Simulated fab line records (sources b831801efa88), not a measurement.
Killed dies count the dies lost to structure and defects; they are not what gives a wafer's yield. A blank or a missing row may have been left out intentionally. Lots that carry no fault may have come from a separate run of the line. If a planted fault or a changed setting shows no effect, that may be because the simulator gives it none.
Which tool was responsible? | flow gf180mcu | 30 wafers from 10 lots sampled at 5 of the route's 602 steps

## WHAT EACH GAUGE READ, for each wafer
GF_VT_IMPLANT_OVL_MEAS_29. Usual: for VT_IMPLANT_02_OVL the level is 1.0 nm and the standard deviation is 1.4.
lot  | measured     | on         | VT_IMPLANT_02_OVL (nm) | flag
L965 | day 6 21:26  | overlay-01 | 1.2 -0.4 1.3           | 
L966 | day 7 09:26  | overlay-02 | -1.0 -0.8 -0.1         | 
L970 | day 8 13:32  | overlay-02 | 0.6 0.4 -0.2           | 
L974 | day 9 11:31  | overlay-02 | 289.4 291.0 289.7      | OFF
L976 | day 9 23:34  | overlay-02 | 291.3 289.4 289.2      | OFF
L978 | day 10 13:29 | overlay-01 | 1.9 2.2 2.0            | 
L980 | day 11 00:40 | overlay-01 | -2.1 0.4 -0.9          | 
L983 | day 11 22:44 | overlay-01 | -0.2 0.3 1.4           | 
L985 | day 12 10:58 | overlay-02 | 3.0 3.5 3.7            | 
L987 | day 13 00:23 | overlay-01 | -0.2 -1.9 -1.6         | 

GF_HV_LDD_TW_MEAS_23. Usual: for HV_LDD_2_TW the level is 1058 and the standard deviation is 6.3.
lot  | measured     | on           | HV_LDD_2_TW    | flag
L965 | day 10 19:10 | filmMetro-03 | 1061 1070 1071 | 
L966 | day 11 10:39 | filmMetro-01 | 1059 1055 1057 | 
L970 | day 12 21:27 | filmMetro-01 | 1056 1049 1055 | 
L974 | day 13 18:14 | filmMetro-01 | 1059 1053 1050 | 
L976 | day 14 10:20 | filmMetro-03 | 1060 1057 1063 | 
L978 | day 15 02:17 | filmMetro-01 | 1052 1051 1053 | 
L980 | day 15 16:02 | filmMetro-01 | 1053 1050 1051 | 
L983 | day 16 14:50 | filmMetro-04 | 1062 1059 1064 | 
L985 | day 17 05:37 | filmMetro-01 | 1053 1053 1053 | 
L987 | day 17 22:02 | filmMetro-01 | 1049 1056 1057 | 

## WHICH TOOL RAN EACH LOT (tool, then ch and the chambers of the sampled wafers, then the start)
lot  | GF_VT_IMPLANT_STRIP_20              | GF_VT_IMPLANT_EXPOSE_26            | GF_HV_LDD_STRIP_10
L965 | plasmaAsher-04 ch 0,1, day 6 06:14  | ilineStepper-02 ch 0, day 6 13:44  | plasmaAsher-03 ch 0,1, day 10 00:40
L966 | plasmaAsher-03 ch 0,1, day 6 17:26  | ilineStepper-02 ch 0, day 7 01:25  | plasmaAsher-01 ch 0,1, day 10 15:22
L970 | plasmaAsher-03 ch 0,1, day 7 21:16  | ilineStepper-01 ch 0, day 8 05:38  | plasmaAsher-01 ch 0,1, day 12 01:44
L974 | plasmaAsher-02 ch 0,1, day 8 17:34  | ilineStepper-02 ch 0, day 9 02:28  | plasmaAsher-01 ch 0,1, day 12 21:38
L976 | plasmaAsher-03 ch 0,1, day 9 06:00  | ilineStepper-02 ch 0, day 9 14:57  | plasmaAsher-03 ch 0,1, day 13 12:50
L978 | plasmaAsher-02 ch 0,1, day 9 19:04  | ilineStepper-01 ch 0, day 10 04:25 | plasmaAsher-03 ch 0,1, day 14 04:52
L980 | plasmaAsher-02 ch 1, day 10 06:52   | ilineStepper-01 ch 0, day 10 15:57 | plasmaAsher-02 ch 0,1, day 14 17:50
L983 | plasmaAsher-02 ch 0,1, day 11 03:34 | ilineStepper-01 ch 0, day 11 13:37 | plasmaAsher-01 ch 0,1, day 15 16:50
L985 | plasmaAsher-04 ch 0,1, day 11 15:43 | ilineStepper-01 ch 0, day 12 01:03 | plasmaAsher-03 ch 1, day 16 06:50
L987 | plasmaAsher-03 ch 0,1, day 12 04:21 | ilineStepper-01 ch 0, day 12 14:28 | plasmaAsher-03 ch 0, day 16 22:26
- GF_VT_IMPLANT_STRIP_20: strips in O2/N2.
- GF_VT_IMPLANT_EXPOSE_26: exposes mask LVPWELL HV AREA, target cd 860 nm.
- GF_HV_LDD_STRIP_10: strips in O2/N2.

## WHAT THE TOOLS THEMSELVES READ (means of the sampled wafers that have a number; where no wafer has one, the mark that the record gives instead)
GF_VT_IMPLANT_STRIP_20. Usual: drypumpMotorCurrentA 5.9 A, standard deviation 0.43; heaterPowerW 303 W, standard deviation 27; oesProductAu 0.715 a.u., standard deviation 0.0044; stripTimeToEndpointS 12.64 s, standard deviation 0.032.
lot  | tool           | drypumpMotorCurrentA (A) | heaterPowerW (W) | oesProductAu (a.u.) | stripTimeToEndpointS (s) | flag
L965 | plasmaAsher-04 | 5.5                      | 300              | 0.711               | 12.64                    | 
L966 | plasmaAsher-03 | 5.6                      | 292              | 0.718               | 12.61                    | 
L970 | plasmaAsher-03 | 5.6                      | 295              | 0.714               | 12.68                    | 
L974 | plasmaAsher-02 | 6.4                      | 333              | 0.712               | 12.63                    | 
L976 | plasmaAsher-03 | 5.6                      | 287              | 0.713               | 12.61                    | 
L978 | plasmaAsher-02 | 6.5                      | 309              | 0.713               | 12.68                    | 
L980 | plasmaAsher-02 | 6.6                      | 285              | 0.714               | 12.62                    | 
L983 | plasmaAsher-02 | 6.5                      | 307              | 0.714               | 12.65                    | 
L985 | plasmaAsher-04 | 5.6                      | 300              | 0.712               | 12.63                    | 
L987 | plasmaAsher-03 | 5.6                      | 294              | 0.718               | 12.67                    | 

GF_HV_LDD_STRIP_10. Usual: drypumpMotorCurrentA 5.7 A, standard deviation 0.33; heaterPowerW 311 W, standard deviation 36; oesProductAu 0.715 a.u., standard deviation 0.0043; stripTimeToEndpointS 12.63 s, standard deviation 0.034.
lot  | tool           | drypumpMotorCurrentA (A) | heaterPowerW (W) | oesProductAu (a.u.) | stripTimeToEndpointS (s) | flag
L965 | plasmaAsher-03 | 5.6                      | 286              | 0.718               | 12.64                    | 
L966 | plasmaAsher-01 | 5.6                      | 309              | 0.720               | 12.65                    | 
L970 | plasmaAsher-01 | 5.6                      | 311              | 0.716               | 12.61                    | 
L974 | plasmaAsher-01 | 5.6                      | 305              | 0.714               | 12.68                    | 
L976 | plasmaAsher-03 | 5.6                      | 288              | 0.716               | 12.61                    | 
L978 | plasmaAsher-03 | 5.6                      | 294              | 0.721               | 12.63                    | 
L980 | plasmaAsher-02 | 6.4                      | 332              | 0.714               | 12.62                    | 
L983 | plasmaAsher-01 | 5.6                      | 333              | 0.715               | 12.67                    | 
L985 | plasmaAsher-03 | 5.6                      | 301              | 0.715               | 12.61                    | 
L987 | plasmaAsher-03 | 5.6                      | 273              | 0.718               | 12.58                    | 

## THE ANSWER, worked out from the rows above alone
Rule: take the mean of a lot's wafers that have a number; if it is more than 3 standard deviations from the usual mean, the lot is off. Also off: a lot with no number at a reading for which 4 or more lots have one. Where the step has rows for the other lots, those lots are counted as sound. Order of review: gauges by route order, followed by the tools' own readings, for which a lot's mean as printed above is used. The first step at which some lot is off is used, and at that step the reading that is off furthest; a lot without a number counts as furthest.
Off: L974, L976, seen at GF_VT_IMPLANT_OVL_MEAS_29 (VT_IMPLANT_02_OVL).
If a tool, at a process step before that reading, ran all the lots that are off and no sound lot after the first of them, it fits. Gauges at GF_VT_IMPLANT_OVL_MEAS_29: tried the same way as those tools. One fits: ilineStepper-02 at GF_VT_IMPLANT_EXPOSE_26. A fault onset in the window from L966 (day 7 01:25, its last sound lot) to L974 (day 9 02:28, its first lot off) fits.

## WHAT THE SIMULATOR PUT IN
Scanner matching overlay: ilineStepper-02, from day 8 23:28 on, at GF_VT_IMPLANT_EXPOSE_26. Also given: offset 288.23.
Lots struck among those shown: L974, L976. The rule given above showed the same thing.
